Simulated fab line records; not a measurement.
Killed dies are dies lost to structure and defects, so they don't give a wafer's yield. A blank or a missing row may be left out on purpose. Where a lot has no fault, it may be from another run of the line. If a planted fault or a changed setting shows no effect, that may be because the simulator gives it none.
One fault seen from 2 desks | flow gf180mcu | every desk sees just its own numbers, and what lay behind them comes last

== AT THE TOOL OWNER'S DESK: implanter-04 ==
For each lot that ran on this tool, the mean over its sampled wafers that have a number, from the tool's own readings at GF_VT_IMPLANT_IMPLANT_08. The brackets show how far a lot's mean lies from the usual mean; more than 4 standard deviations puts the lot out of limits, marked OUT.
Columns: A = beamEnergyKeV at GF_VT_IMPLANT_IMPLANT_08, usual 20.000
lot  | first seen here | A
L852 | day 6 22:41     | 20.006
L856 | day 7 21:47     | 20.011
L859 | day 8 11:53     | 20.000
L867 | day 10 16:25    | 22.647 (+99 or more) OUT
L869 | day 11 04:38    | 22.650 (+99 or more) OUT
L870 | day 11 12:56    | 22.651 (+99 or more) OUT
Finding of this desk: L867, L869, L870 out of limits; the first was L867 at day 10 16:25, on beamEnergyKeV at GF_VT_IMPLANT_IMPLANT_08. In limits: L852, L856, L859.

== METROLOGY DESK ==
What the gauges read for every lot (on any tool): the sampled wafers with a number, averaged. The brackets show how far a lot's mean lies from the usual mean; more than 4 standard deviations puts the lot out of limits, marked OUT.
Columns: A = VT_IMPLANT_TW at GF_VT_IMPLANT_TW_MEAS_10, usual 564; B = VT_IMPLANT_01_OVL at GF_VT_IMPLANT_OVL_MEAS_18, usual -1.1 nm; C = cdNm at GF_CONTACT_CD_MEAS_14, usual 220.3 nm
lot  | first seen here | A              | B    | C
L848 | day 5 16:55     | 563            | 0.4  | 221.1
L849 | day 6 05:47     | 558            | 1.0  | 220.8
L850 | day 6 17:50     | 558            | -0.9 | 222.0
L852 | day 6 22:56     | 558            | -1.4 | 218.7
L853 | day 7 02:41     | 563            | -2.8 | 221.9
L854 | day 7 13:29     | 564            | -1.1 | 221.1
L856 | day 7 22:02     | 562            | -1.5 | 220.4
L859 | day 8 12:08     | 573            | -2.2 | 217.8
L860 | day 8 22:23     | 570            | -0.4 | 219.8
L864 | day 9 21:39     | 557            | -1.8 | 217.3
L867 | day 10 16:39    | 589 (+5.3) OUT | -0.8 | 220.6
L869 | day 11 04:52    | 584 (+4.1) OUT | 0.0  | 220.2
L870 | day 11 13:10    | 583            | -1.2 | 221.0
L871 | day 11 20:24    | 564            | -1.4 | 219.8
This desk finds L867, L869 out of limits, with the earliest case on L867 at day 10 16:39 (VT_IMPLANT_TW at GF_VT_IMPLANT_TW_MEAS_10). In limits: L848, L849, L850, L852, L853, L854, L856, L859, L860, L864, L870, L871.

== TAKEN TOGETHER ==
At day 10 16:25, on L867, L869, L870, the tool owner's desk was in a position to raise an alarm.
At day 10 16:39 the metrology desk could have sounded an alarm, on L867, L869.
The metrology desk holds a record of L870, inside its limits.
GF_VT_IMPLANT_IMPLANT_08 was run on implanter-04 by each of the lots named.

== WHAT WAS PUT IN BY THE SIMULATOR ==
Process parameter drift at GF_VT_IMPLANT_IMPLANT_08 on implanter-04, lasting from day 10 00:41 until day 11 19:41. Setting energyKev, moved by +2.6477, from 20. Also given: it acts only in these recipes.
Struck lots among those shown: L867, L869, L870.
Delay (hours) between the fault's onset and each desk's first out-of-limits reading: 16 at the tool owner's desk, 16 at the metrology desk.
